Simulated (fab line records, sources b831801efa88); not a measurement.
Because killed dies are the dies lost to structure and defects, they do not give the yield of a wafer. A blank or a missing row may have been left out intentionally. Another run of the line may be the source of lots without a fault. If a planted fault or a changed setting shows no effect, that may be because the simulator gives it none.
Matching of chambers | flow sky130 | 4 sister chambers for SKY_POLY_CUT_ETCH_10 on rie_diel-01
The step etches BARC in N2/H2, stops on SiO2, time 45.9 s, target depth 60 nm. 4 wafers are shown with their chamber, then 10 later ones without.

## WAFERS, EACH WITH ITS CHAMBER
wafer  | chamber | throttle_valve_pct (%)
L085.3 | 1       | 13.213
L085.6 | 0       | 13.221
L088.2 | 3       | 13.226
L088.4 | 2       | 13.219

## WAFERS WHOSE CHAMBER IS MISSING
wafer  | throttle_valve_pct (%)
L088.5 | 13.217
L089.3 | 13.232
L089.4 | 13.206
L089.5 | 13.241
L094.1 | 13.226
L094.3 | 13.241
L094.5 | 13.216
L095.4 | 13.217
L095.5 | 13.219
L095.6 | 13.230

## CHAMBER TAKEN BY EACH
wafer  | from the rows above               | in truth
L088.5 | can't be placed: 2 or 0 or 1 or 3 | 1
L089.3 | can't be placed: 3 or 0 or 2 or 1 | 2
L089.4 | can't be placed: 1 or 2 or 0 or 3 | 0
L089.5 | can't be placed: 3 or 0 or 2 or 1 | 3
L094.1 | can't be placed: 3 or 0 or 2 or 1 | 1
L094.3 | can't be placed: 3 or 0 or 2 or 1 | 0
L094.5 | can't be placed: 1 or 2 or 0 or 3 | 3
L095.4 | can't be placed: 2 or 0 or 1 or 3 | 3
L095.5 | can't be placed: 2 or 0 or 1 or 3 | 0
L095.6 | can't be placed: 3 or 0 or 2 or 1 | 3
Correctly placed: 0 of 10. These rows do not allow placing 10 (true chamber among the candidates in 10). Placed wrongly: 0.
How it was worked out, from the rows above alone: a wafer's distance from a chamber is the root of the sum, over the readings, of the square of ((its reading less the chamber's mean) divided by the reading's scatter). If the next closest chamber is less than 2 further off than the closest, the wafer can't be placed; otherwise it belongs to the closest. The mean given for a chamber averages the wafers shown for that chamber. The scatter: with one shown wafer a chamber, the root of the mean of the squares of how far each hidden wafer lies from its nearest shown one.
